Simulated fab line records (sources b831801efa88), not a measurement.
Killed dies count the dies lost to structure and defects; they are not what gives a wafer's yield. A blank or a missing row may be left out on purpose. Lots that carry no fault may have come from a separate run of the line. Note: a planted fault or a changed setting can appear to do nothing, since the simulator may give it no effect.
Which tool did it? ; flow gf180mcu ; 18 wafers from 6 lots sampled at 2 of the route's 602 steps

## WHAT THE GAUGES READ, wafer by wafer
GF_VT_IMPLANT_RS_MEAS_48: measurement is done with a four-point probe.
lot;measured;on;LVPWELL_RS (ohm/sq)
L747;day 8 02:02;filmMetro-03;1192 1189 1194
L751;day 9 02:19;filmMetro-02;1200 1197 1197
L753;day 9 19:41;filmMetro-03;1198 1198 1195
L758;day 11 22:05;filmMetro-02;1102 1107 1103
L762;day 12 20:52;filmMetro-02;1199 1203 1206
L767;day 13 22:35;filmMetro-02;1202 1196 1200

## WHAT TOOL EACH LOT RAN ON (gives the tool, then ch and the chambers of the sampled wafers, and finally the start)
lot;GF_LVPWELL_IMPLANT_08
L747;implanter-01 ch 0, day 4 09:04
L751;implanter-01 ch 0, day 5 05:16
L753;implanter-03 ch 0, day 5 18:07
L758;implanter-01 ch 0, day 7 10:26
L762;implanter-02 ch 0, day 8 05:30
L767;implanter-02 ch 0, day 9 04:47
- GF_LVPWELL_IMPLANT_08

## THE ANSWER, worked out from the rows above alone
Rule: what is usual is taken from the lots themselves. Put in order of their means at a reading, lots are off if they are a third of the lots or fewer, leave a main group of 4 or more, and stand apart from it by a gap of 3 or more times the standard deviation of the main group's means; of several such gaps the widest counts. A main group is skipped when, at the precision printed for the reading in the tables above, its means are all equal. Also off: a lot with no number at a reading for which 4 or more lots have one. Any other lot the step has rows for is counted as sound.
Off: at GF_VT_IMPLANT_RS_MEAS_48 (LVPWELL_RS), L758. For the main group the mean is 1198 ohm/sq and the standard deviation 3.6.
If a tool, at a process step before that reading, ran all the lots that are off and no sound lot after the first of them, it fits. Those tools and the gauges at GF_VT_IMPLANT_RS_MEAS_48 are tried in the same way. One fits: GF_LVPWELL_IMPLANT_08 on implanter-01. Its last sound lot is L751 (day 5 05:16), its first lot that is off L758 (day 7 10:26): a fault that began between those two fits.

## WHAT THE SIMULATOR PUT IN
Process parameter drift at GF_LVPWELL_IMPLANT_08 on implanter-01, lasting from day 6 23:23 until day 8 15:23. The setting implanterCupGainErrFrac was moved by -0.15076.
Struck lots among those shown: L758. The rule given above showed the same thing.
